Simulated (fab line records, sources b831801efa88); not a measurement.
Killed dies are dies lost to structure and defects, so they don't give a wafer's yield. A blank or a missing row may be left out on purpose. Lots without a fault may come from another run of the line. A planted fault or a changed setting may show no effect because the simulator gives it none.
One fault seen from 2 desks | flow gf180mcu | each desk has only its own numbers; what lay behind them comes last

THE METROLOGY DESK
What the gauges read, lot by lot, whatever tool the lot ran on: means of the sampled wafers that have a number. A lot is out of limits, marked OUT, if its mean lies more than 4 standard deviations from the usual mean; the brackets give that distance.
Columns: A = cd_nm at GF_TOP_METAL_CD_MEAS_14, usual 439.8 nm
lot  | first seen here | A
L347 | day 29 02:48    | 443.5
L348 | day 29 08:35    | 437.2
L350 | day 29 22:34    | 438.5
L351 | day 30 03:59    | 441.7
L353 | day 30 21:06    | 438.2
L354 | day 31 02:07    | 441.7
L355 | day 31 11:32    | 439.9
L358 | day 32 04:26    | 438.7
L360 | day 32 17:53    | 438.1
L361 | day 32 22:25    | 443.2
L364 | day 33 14:23    | 437.0
L367 | day 34 06:23    | 439.0
L369 | day 34 16:56    | 445.1
This desk's finding: nothing out of limits on any of the 13 lots.

THE TOOL OWNER'S DESK: cvd_w-01
The tool's own readings at GF_V5_CVD_23 (deposits W, target thk 350 nm, time 104.9 s): means of the sampled wafers that have a number, for each lot that ran on this tool. A lot is out of limits, marked OUT, if its mean lies more than 4 standard deviations from the usual mean; the brackets give that distance.
Columns: A = heater_power_w at GF_V5_CVD_23, usual 893 W
lot  | first seen here | A
L351 | day 29 07:56    | 894
L354 | day 30 06:53    | 840
L358 | day 31 09:59    | 893
L360 | day 32 00:17    | 876
L361 | day 32 04:11    | 861
This desk's finding: nothing out of limits on any of the 5 lots.

PUT TOGETHER
The metrology desk saw nothing out of limits.
The tool owner's desk saw nothing out of limits.

WHAT THE SIMULATOR HAD PUT IN
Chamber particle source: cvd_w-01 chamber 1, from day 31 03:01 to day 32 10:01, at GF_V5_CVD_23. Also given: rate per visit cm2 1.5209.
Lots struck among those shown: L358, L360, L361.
